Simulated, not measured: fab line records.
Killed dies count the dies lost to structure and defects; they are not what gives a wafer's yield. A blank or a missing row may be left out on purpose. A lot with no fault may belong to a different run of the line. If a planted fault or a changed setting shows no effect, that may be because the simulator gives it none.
A lot that was struck, set against a sound lot / flow gf180mcu / 22 steps out of a route of 602
Sound: the wafers L476.1, L476.4, L476.6. Struck: wafers L470.3, L470.5, L470.6. At the end, the cause is stated.
For every step that has rows: the tool of each side, followed by ch and its chambers, followed by its first start. Under that, the readings that differ: sound wafers / struck wafers / difference of the means / sigmas: that difference in standard deviations of wafers without a fault.
alike: words and numbers the same on both sides, and readings whose means are apart by under 2 such deviations; not compared: readings that were withheld, readings missing a value for some wafer, numbers with overlapping values and no deviation given by the record, and bounds like >300 which may hide the same value.
The two part at a step that has a row with sigmas, a row that says differs or no value, or rows on one side only. Numbers that have no deviation but don't overlap get no sigmas and don't part them. Lack of a reading on every wafer of one side parts them only where that side has two or more wafers.

first, 3 steps without rows for these wafers: GF_M1_STRIP_18 (strips in post etch residue remover, time 1200 s); GF_M1_CLEAN_19 (cleans in DIW); GF_V1_CVD_00 (deposits SiO2, target thk 600 nm, time 100 s).
GF_V1_THK_MEAS_01:
  sound on film-metro-01 at day 24 14:34; struck on film-metro-02 at day 22 14:58
  alike: V1_CVD_00_THK
GF_V1_CVD_02: deposits SiO2 from TEOS, target thk 850 nm, time 94.851 s.
  sound on pecvd-04 ch 0,2, day 24 14:38; struck on pecvd-04 ch 0,1,2, day 22 15:01
  alike: heater-power-w
GF_V1_THK_MEAS_03:
  sound on film-metro-03 at day 24 14:42; struck on film-metro-03 at day 22 15:06
  alike: V1_CVD_02_THK
GF_V1_CMP_04: polishes SiO2.
  sound on cmp-01 ch 1,2, day 24 14:46; struck on cmp-01 ch 0,1,2, day 22 15:17
  alike: motor-current-A, time-to-endpoint-s
GF_V1_BOW_MEAS_05:
  sound on film-metro-03 at day 24 15:04; struck on film-metro-01 at day 22 15:29
  alike: V1_BOW
then, 4 steps without rows for these wafers: GF_V1_DEHYDRATE_06 (time 60 s); GF_V1_HMDS_07 (prime time 60 s); GF_V1_COAT_08; GF_V1_COAT_09 (resist thk 1000 nm).
GF_V1_SOFTBAKE_10: time 60 s.
  sound on litho-track-02 ch 0, day 25 02:00; struck on litho-track-03 ch 0, day 23 03:00
reading=heater-power-total-W (W); sound=93.08 92.92 93.09; struck=81.20 81.20 81.20; difference=-11.83; sigmas=-99 or more
reading=plate-temp-C (C); sound=129.98 129.93 130.01; struck=117.07 116.91 116.92; difference=-13.01; sigmas=-99 or more
then, 2 steps without rows for these wafers: GF_V1_EXPOSE_11 (exposes mask Via1, target cd 260 nm); GF_V1_PEB_12 (peb time 90 s).
GF_V1_DEVELOP_13: develop time 60 s.
  sound on litho-track-03 ch 0, day 25 12:14; struck on litho-track-02 ch 0, day 23 14:16
reading=model.KrF_of_V1_COAT_09.thk-nm (nm); sound=984.9 983.5 983.8; struck=1001 1005 1005; difference=+20; sigmas=
GF_V1_CD_MEAS_14: the cd target is 260 nm.
  sound on cd-sem-02 at day 25 12:23; struck on cd-sem-02 at day 23 14:24
reading=cd-nm (nm); sound=259.6 261.6 259.7; struck=239.4 238.9 240.8; difference=-20.6; sigmas=-19
GF_V1_OVL_MEAS_15:
  sound on overlay-02 at day 25 12:31; struck on overlay-02 at day 23 14:29
  alike: V1_OVL
GF_V1_ETCH_16: etches BARC in N2/H2.
  sound on rie-diel-02 ch 0,1,2, day 25 12:32; struck on rie-diel-04 ch 0,2,3, day 23 14:31
reading=model.V1.cd-nm (nm); sound=259 259.5 259.5; struck=240 239.7 242.1; difference=-19; sigmas=
  alike: drypump-motor-current-A, h2-flow-sccm, oes-product-au, throttle-valve-pct
GF_V1_ETCH_17: etches SiO2 in C4F8/O2/Ar, stops on TiN, target depth 630 nm.
  sound: rie-diel-02 ch 0,1,2; struck: rie-diel-04 ch 0,2,3
reading=model.V1.cd-nm (nm); sound=258 258.9 259.7; struck=239.4 239.7 242.5; difference=-18.3; sigmas=
  alike: oes-product-au
GF_V1_STRIP_18: strips in O2/N2.
  sound on plasma-asher-01 ch 1, day 25 12:40; struck on plasma-asher-02 ch 0,1, day 23 14:41
reading=oes-product-au (a.u.); sound=0.593 0.592 0.595; struck=0.603 0.609 0.598; difference=+0.010; sigmas=+2
  alike: drypump-motor-current-A, heater-power-w
  not compared: rf-hours-counter-h
-- the record jumps here: 10 days lie between the struck wafers' starts before and after (it left off in module V1 and takes up again in module PASSIVATION, whose first step shown is number 602 of the route) --
GF_PASSIVATION_PROBE_99:
  sound on prober-02 at day 34 14:24; struck on prober-02 at day 33 05:34
reading=model.etest.via1-chain.rc-ohm; sound=6.131 6.383 6.514; struck=7.607 7.175 7.183; difference=+0.979; sigmas=

WHERE THEY PART
First at GF_V1_SOFTBAKE_10; last, within this record, at GF_V1_STRIP_18.

WHY: whatever the simulator had introduced
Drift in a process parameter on litho-track-03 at GF_V1_SOFTBAKE_10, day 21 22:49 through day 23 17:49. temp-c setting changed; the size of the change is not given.
